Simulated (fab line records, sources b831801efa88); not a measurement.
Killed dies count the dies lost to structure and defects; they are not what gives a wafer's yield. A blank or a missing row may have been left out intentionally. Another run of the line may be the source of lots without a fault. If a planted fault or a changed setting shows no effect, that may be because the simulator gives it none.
Chamber matching / flow gf180mcu / GF_SAB_CVD_00 on pecvd-04: 3 sister chambers
The step deposits SiO2 from TEOS, target thk 50 nm, time 4.9302 s. 3 wafers are shown with their chamber, then 7 later ones without.

WAFERS WITH THEIR CHAMBER
wafer=L981.4; chamber=0; heater_power_w (W)=630
wafer=L990.1; chamber=1; heater_power_w (W)=730
wafer=L990.4; chamber=2; heater_power_w (W)=754

WAFERS WHOSE CHAMBER IS MISSING
wafer=L990.5; heater_power_w (W)=747
wafer=L997.2; heater_power_w (W)=743
wafer=L997.3; heater_power_w (W)=866
wafer=L997.5; heater_power_w (W)=883
wafer=L998.1; heater_power_w (W)=614
wafer=L998.5; heater_power_w (W)=622
wafer=L998.6; heater_power_w (W)=796

CHAMBER TAKEN BY EACH
wafer=L990.5; from the rows above=can't be placed: 2 or 1 or 0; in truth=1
wafer=L997.2; from the rows above=can't be placed: 2 or 1 or 0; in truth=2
wafer=L997.3; from the rows above=can't be placed: 2 or 1 or 0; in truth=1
wafer=L997.5; from the rows above=can't be placed: 2 or 1 or 0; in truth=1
wafer=L998.1; from the rows above=can't be placed: 0 or 1 or 2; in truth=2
wafer=L998.5; from the rows above=can't be placed: 0 or 1 or 2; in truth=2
wafer=L998.6; from the rows above=can't be placed: 2 or 1 or 0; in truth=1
Placed correctly: 0 of 7. Not placeable from these rows: 7 (in 7, the candidates include the true chamber). Wrongly placed: 0.
How it was worked out, from the rows above alone: a wafer's distance from a chamber is the root of the sum, over the readings, of the square of ((its reading less the chamber's mean) divided by the reading's scatter). If the next closest chamber is less than 2 further off than the closest, the wafer can't be placed; otherwise it belongs to the closest. Each chamber's mean is taken over the wafers shown for it. The scatter: root of mean squared gap, hidden wafer to nearest shown wafer, with one shown wafer a chamber.
